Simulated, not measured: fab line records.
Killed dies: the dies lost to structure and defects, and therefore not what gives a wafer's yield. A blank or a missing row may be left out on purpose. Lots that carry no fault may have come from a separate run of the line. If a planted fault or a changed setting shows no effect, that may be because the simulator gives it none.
Which tool is to blame?	flow sky130	33 wafers from 11 lots sampled at 3 of the route's 708 steps

## WHAT THE GAUGES READ, wafer by wafer
SKY_POLY_GATE_THK_MEAS_21.
lot	measured	on	POLY_GATE_OXIDATION_THK (nm)
L224	day 16 05:08	film-metro-01	4.00 4.02 4.08
L226	day 17 00:08	film-metro-02	3.99 3.95 4.10
L230	day 18 15:43	film-metro-01	3.74 3.90 3.81
L229	day 18 20:35	film-metro-01	4.04 3.94 4.01
L232	day 19 11:32	film-metro-04	3.95 3.97 3.93
L234	day 20 08:27	film-metro-04	2.70 2.74 2.71
L235	day 20 15:39	film-metro-02	2.75 2.70 2.74
L241	day 22 20:51	film-metro-04	3.99 3.97 3.95
L242	day 23 04:25	film-metro-04	3.91 3.98 3.92
L245	day 24 06:11	film-metro-02	4.07 4.07 4.01
L247	day 24 16:26	film-metro-01	3.92 4.00 3.94

## WHAT TOOL EACH LOT RAN ON (gives the tool, then ch and the chambers of the sampled wafers, and finally the start)
lot	SKY_RES_PROTECT_STRIP_07	SKY_POLY_GATE_OXIDATION_20
L224	plasma-asher-04 ch 0,1, day 14 19:14	furnace-02 ch 0, day 16 03:53
L226	plasma-asher-02 ch 0,1, day 15 15:16	furnace-01 ch 0, day 16 22:53
L230	plasma-asher-04 ch 0,1, day 17 05:52	furnace-01 ch 0, day 18 14:28
L229	plasma-asher-02 ch 0,1, day 17 07:49	furnace-02 ch 0, day 18 19:20
L232	plasma-asher-02 ch 0,1, day 17 23:50	furnace-01 ch 0, day 19 10:17
L234	plasma-asher-02 ch 0,1, day 18 18:12	furnace-01 ch 0, day 20 07:11
L235	plasma-asher-02 ch 0,1, day 19 05:43	furnace-01 ch 0, day 20 14:23
L241	plasma-asher-02 ch 0,1, day 21 06:34	furnace-02 ch 0, day 22 19:35
L242	plasma-asher-02 ch 0,1, day 21 18:04	furnace-02 ch 0, day 23 03:09
L245	plasma-asher-02 ch 1, day 22 19:23	furnace-01 ch 0, day 24 04:57
L247	plasma-asher-04 ch 0,1, day 23 06:04	furnace-01 ch 0, day 24 15:11
- SKY_RES_PROTECT_STRIP_07: strips in O2/N2.
- SKY_POLY_GATE_OXIDATION_20: stabilise 600 s, purge 300 s, target thk 4 nm.

## THE ANSWER, worked out from the rows above alone
Rule: what is usual is taken from the lots themselves. The widest of any qualifying gaps counts: lots, ordered by their means at a reading, are off when they make up no more than a third of the lots, leave a main group of 4 or more, and stand apart from it by 3 or more times the standard deviation of that group's means. A main group is skipped when, at the precision printed for the reading in the tables above, its means are all equal. A lot without any number at a reading at which 4 lots or more have one is off too. Any other lot the step has rows for is counted as sound.
Off: L234, L235, at SKY_POLY_GATE_THK_MEAS_21 (POLY_GATE_OXIDATION_THK). Main group: mean 3.97 nm, sd 0.065.
A tool fits if, at a process step before that reading, it ran every lot that is off, and no sound lot after the first of them. Gauges at SKY_POLY_GATE_THK_MEAS_21: tried the same way as those tools. Of those tried, none fits.

## WHAT THE SIMULATOR PUT IN
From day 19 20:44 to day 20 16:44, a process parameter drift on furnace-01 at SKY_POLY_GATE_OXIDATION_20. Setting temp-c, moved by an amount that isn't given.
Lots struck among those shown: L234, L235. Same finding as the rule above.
